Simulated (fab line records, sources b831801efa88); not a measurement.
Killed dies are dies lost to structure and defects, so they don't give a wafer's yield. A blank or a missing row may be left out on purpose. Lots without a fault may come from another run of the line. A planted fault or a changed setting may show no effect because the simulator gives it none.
Which tool did it? | flow sky130 | 7 lots, 21 wafers sampled, at 2 steps of a route of 708

WHAT THE GAUGES READ, wafer by wafer
SKY_LDD_LDN_TW_MEAS_13.
lot  | measured     | on            | LDD_LDN_TW
L717 | day 24 09:05 | film_metro-03 | 1494 1489 1486
L721 | day 25 10:24 | film_metro-03 | 1490 1498 1493
L728 | day 27 21:52 | film_metro-04 | 1471 1472 1476
L732 | day 29 07:42 | film_metro-02 | 1507 1509 1491
L735 | day 30 00:52 | film_metro-03 | 1491 1490 1484
L737 | day 30 18:28 | film_metro-04 | 1481 1479 1478
L739 | day 31 08:32 | film_metro-04 | 1462 1468 1473

WHICH TOOL RAN EACH LOT (tool, then ch and the chambers of the sampled wafers, then the start)
lot  | SKY_LDD_LDN_IMPLANT_09
L717 | implanter-04 ch 0, day 24 08:32
L721 | implanter-01 ch 0, day 25 09:51
L728 | implanter-01 ch 0, day 27 21:20
L732 | implanter-02 ch 0, day 29 07:09
L735 | implanter-01 ch 0, day 30 00:19
L737 | implanter-02 ch 0, day 30 17:56
L739 | implanter-04 ch 0, day 31 07:59
- SKY_LDD_LDN_IMPLANT_09

THE ANSWER, worked out from the rows above alone
Rule: what is usual is taken from the lots themselves. Put in order of their means at a reading, lots are off if they are a third of the lots or fewer, leave a main group of 4 or more, and stand apart from it by a gap of 3 or more times the standard deviation of the main group's means; of several such gaps the widest counts. A main group whose means are all the same, to the digits that the tables above print for the reading, isn't used. A lot without any number at a reading at which 4 lots or more have one is off too. The other lots that the step has rows for count as sound.
No lot is off at any reading shown: from this, nothing can be told.

WHAT THE SIMULATOR HAD PUT IN
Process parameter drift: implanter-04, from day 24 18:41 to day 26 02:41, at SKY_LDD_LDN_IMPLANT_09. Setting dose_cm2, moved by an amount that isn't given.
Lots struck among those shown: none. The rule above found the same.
